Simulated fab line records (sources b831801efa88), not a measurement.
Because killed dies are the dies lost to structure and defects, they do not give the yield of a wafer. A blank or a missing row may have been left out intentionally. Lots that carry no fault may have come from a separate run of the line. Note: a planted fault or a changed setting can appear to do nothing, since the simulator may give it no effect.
Struck lot and sound lot, side by side | flow sky130 | 31 out of 708 route steps
Sound: these wafers, L816.2, L816.3, L816.4. Wafers L826.1, L826.5, L826.6 were the ones struck. The cause comes at the end.
Per side, at each step with rows, come the tool, then ch with its chambers, and then its first start. Under that, the readings that differ: sound wafers | struck wafers | difference of the means | sigmas: that difference in standard deviations of wafers without a fault.
alike: words and numbers the same on both sides, and readings whose means are apart by under 2 such deviations; not compared: readings that were withheld, readings missing a value for some wafer, numbers with overlapping values and no deviation given by the record, and bounds like >300 which may hide the same value.
The two part at a step that has a row with sigmas, a row that says differs or no value, or rows on one side only. When numbers do not overlap yet have no deviation, they are printed without sigmas and do not part them. Lack of a reading on every wafer of one side parts them only where that side has two or more wafers.

SKY_FIELD_ISO_BOW_MEAS_00:
  sound on film-metro-02 at day 1 10:01; struck on film-metro-02 at day 3 12:00
  alike: INCOMING_BOW
then, 1 step without rows for these wafers: SKY_FIELD_ISO_OXIDATION_01 (stabilise 600 s, purge 300 s, target thk 12 nm).
SKY_FIELD_ISO_THK_MEAS_02:
  sound on film-metro-03 at day 1 14:16; struck on film-metro-02 at day 3 13:38
  alike: FIELD_ISO_OXIDATION_00_THK
SKY_FIELD_ISO_CVD_03: deposits Si3N4 from DCS/NH3, target thk 165 nm, time 2830 s.
  sound on lpcvd-02 ch 1, day 1 15:29; struck on lpcvd-02 ch 1, day 3 13:41
  reading                                     | sound             | struck            | difference | sigmas
  spike-tc-bottom-C (C)                       | 794.1 794.7 795.3 | 783.7 784.1 783.3 | -11.0      | -4
  spike-tc-centre-C (C)                       | 768.4 769.0 769.5 | 758.4 757.3 759.9 | -10.4      | -7
  spike-tc-lower-C (C)                        | 770.3 769.3 770.1 | 758.4 757.8 758.9 | -11.5      | -10
  spike-tc-top-C (C)                          | 785.0 784.5 785.0 | 774.2 775.0 774.0 | -10.4      | -9
  spike-tc-upper-C (C)                        | 770.8 771.5 771.2 | 759.3 757.6 758.6 | -12.7      | -11
  susceptor-temp-C (C)                        | 770.4 770.1 770.7 | 759.0 759.1 759.1 | -11.3      | -34
  model.Si3N4_of_FIELD_ISO_CVD_03.thk-nm (nm) | 165.8 167.8 165.8 | 136 137.4 136     | -30        |
SKY_FIELD_ISO_THK_MEAS_04:
  sound on film-metro-02 at day 1 17:17; struck on film-metro-02 at day 3 15:29
  reading                   | sound             | struck            | difference | sigmas
  FIELD_ISO_CVD_03_THK (nm) | 165.9 167.8 165.8 | 136.0 137.3 135.9 | -30.1      | -21
then, 8 steps without rows for these wafers: SKY_FIELD_ISO_DEHYDRATE_05 (time 60 s); SKY_FIELD_ISO_HMDS_06 (prime time 60 s); SKY_FIELD_ISO_COAT_07 (resist thk 60 nm); SKY_FIELD_ISO_COAT_08 (resist thk 450 nm); SKY_FIELD_ISO_SOFTBAKE_09 (time 90 s); SKY_FIELD_ISO_EXPOSE_10 (exposes mask FOM, target cd 150 nm); SKY_FIELD_ISO_PEB_11; SKY_FIELD_ISO_DEVELOP_12 (develop time 60 s).
SKY_FIELD_ISO_CD_MEAS_13 targets a cd of 150 nm.
  sound on cd-sem-02 at day 2 07:41; struck on cd-sem-01 at day 4 07:24
  alike: cd-nm
SKY_FIELD_ISO_ETCH_14: etches BARC in N2/H2, stops on SiO2, time 45.9 s, target depth 60 nm.
  sound on rie-diel-01 ch 1,2,3, day 2 07:47; struck on rie-diel-03 ch 1,3, day 4 07:31
  alike: bias-w, drypump-motor-current-A, oes-product-au, throttle-valve-pct
  not compared: rf-hours-counter-h
SKY_FIELD_ISO_ETCH_15: etches the open film in CHF3/O2, stops on Si, target depth 180 nm, time 72 s.
  sound on rie-diel-01 ch 1,2,3, day 2 07:49; struck on rie-diel-03 ch 1,3, day 4 07:34
  reading                  | sound             | struck            | difference | sigmas
  oes-product-au (a.u.)    | 0.955 0.962 0.947 | 0.848 0.844 0.849 | -0.108     | -16
  throttle-valve-pct (%)   | 8.848 8.843 8.848 | 8.817 8.806 8.827 | -0.030     | -3
  model.etch.depth-nm (nm) | 165.8 167.8 165.8 | 136 137.4 136     | -30        |
  alike: bias-w, drypump-motor-current-A
  not compared: rf-hours-counter-h
SKY_FIELD_ISO_STRIP_16: strips in O2/N2.
  sound on plasma-asher-01 ch 0,1, day 2 07:53; struck on plasma-asher-01 ch 0,1, day 4 07:37
  alike: drypump-motor-current-A, oes-product-au, strip-time-to-endpoint-s
  not compared: rf-hours-counter-h
SKY_FIELD_ISO_ETCH_17: etches Si in HBr/Cl2/O2, target depth 342 nm, time 97.7 s.
  sound on rie-si-02 ch 0,1,2, day 2 07:59; struck on rie-si-02 ch 0,1,3, day 4 07:43
  alike: bias-w, drypump-motor-current-A, oes-product-au, throttle-valve-pct
  not compared: rf-hours-counter-h
then, 5 steps without rows for these wafers: SKY_FIELD_ISO_WET_ETCH_18 (etches Si3N4 in H3PO4, target depth 25 nm, time 286 s); SKY_FIELD_ISO_CLEAN_19 (cleans in SC1/SC2, time 150 s); SKY_FIELD_ISO_CLEAN_20 (cleans in dHF, time 20 s); SKY_FIELD_ISO_WET_ETCH_21 (etches SiO2 in dHF, target depth 20 nm, time 400 s); SKY_FIELD_ISO_OXIDATION_22 (stabilise 600 s, purge 300 s, target thk 10 nm).
SKY_FIELD_ISO_THK_MEAS_23:
  sound on film-metro-01 at day 2 09:32; struck on film-metro-01 at day 4 09:16
  alike: FIELD_ISO_OXIDATION_01_THK
then, 1 step without rows for these wafers: SKY_FIELD_ISO_CVD_24 (deposits SiO2, target thk 595 nm, time 99.2 s).
SKY_FIELD_ISO_THK_MEAS_25:
  sound on film-metro-01 at day 2 09:40; struck on film-metro-01 at day 4 09:29
  alike: FIELD_ISO_CVD_24_THK
then, 1 step without rows for these wafers: SKY_FIELD_ISO_ANNEAL_26 (time 1800 s).
SKY_FIELD_ISO_CMP_27: polishes, stops on Si3N4, t overpolish 16 s, target thk 457.8 nm.
  sound on cmp-02 ch 0,1,2, day 2 11:13; struck on cmp-01 ch 0,1, day 4 13:28
  alike: motor-current-A, slurry-filter-dp-kPa
SKY_FIELD_ISO_WET_ETCH_28: etches SiO2 in dHF, target depth 23.7 nm, time 47 s.
  sound on wet-bench-01 ch 3, day 2 11:31; struck on wet-bench-03 ch 1, day 4 13:46
  reading                                     | sound           | struck            | difference | sigmas
  model.Si3N4_of_FIELD_ISO_CVD_03.thk-nm (nm) | 119.3 121 119.4 | 89.38 90.81 90.19 | -29.77     |
then, 1 step without rows for these wafers: SKY_FIELD_ISO_WET_ETCH_29 (etches Si3N4 in H3PO4, target depth 160 nm, time 1825 s).
-- a jump in the record: the struck wafers' starts before and after are 45 days apart (it breaks off in module FIELD_ISO and resumes in module PAD_OPEN, where the first step shown is number 708 of the route) --
SKY_PAD_OPEN_PROBE_99:
  sound on prober-01 at day 45 11:49; struck on prober-01 at day 49 16:12
  reading                                 | sound                         | struck            | difference | sigmas
  model.etest.res_p_drift_20v.line-ohm-um | 1.099e+04 1.171e+04 1.106e+04 | 9967 9874 9109    | -1603      |
  model.etest.res_p_drift_20v.rs-ohm-sq   | 9157 9704 9095                | 8314 8320 7666    | -1219      |
  model.etest.res-iso-pwell.rs-ohm-sq     | 2830 3031 2792                | 2698 2698 2383    | -291       |
  model.etest.res-iso-pwell.line-ohm-um   | 1052 1142 1058                | 1016 1019 900     | -106       |
  model.etest.res-nwell.line-ohm-um       | 1188 1205 1150                | 1020 1013 966.2   | -181       |
  model.etest.res-nwell.rs-ohm-sq         | 971.9 1011 969.6              | 852.1 858 812     | -143.5     |
  model.etest.cap-li-to-poly.c-af-um2     | 95.81 99.66 98.68             | 94.23 91.62 93.02 | -5.09      |
  alike: killed_at_M0_to_M3, killed_at_M4_up, killed-at-contacts, killed-at-front-end, killed-at-other, killed-dies, killed-open, killed-short
  not compared: model.etest.pfet_16v.r-on-ohm-um

== WHERE THEY PART ==
First at SKY_FIELD_ISO_CVD_03; last, within this record, at SKY_FIELD_ISO_ETCH_15. Later steps at which nothing parts them and some readings are alike: SKY_FIELD_ISO_STRIP_16, SKY_FIELD_ISO_ETCH_17, SKY_FIELD_ISO_THK_MEAS_23, SKY_FIELD_ISO_THK_MEAS_25, SKY_FIELD_ISO_CMP_27, SKY_PAD_OPEN_PROBE_99.

WHY: what had been put in by the simulator
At SKY_FIELD_ISO_CVD_03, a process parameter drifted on lpcvd-02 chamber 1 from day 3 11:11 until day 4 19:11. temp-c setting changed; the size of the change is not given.
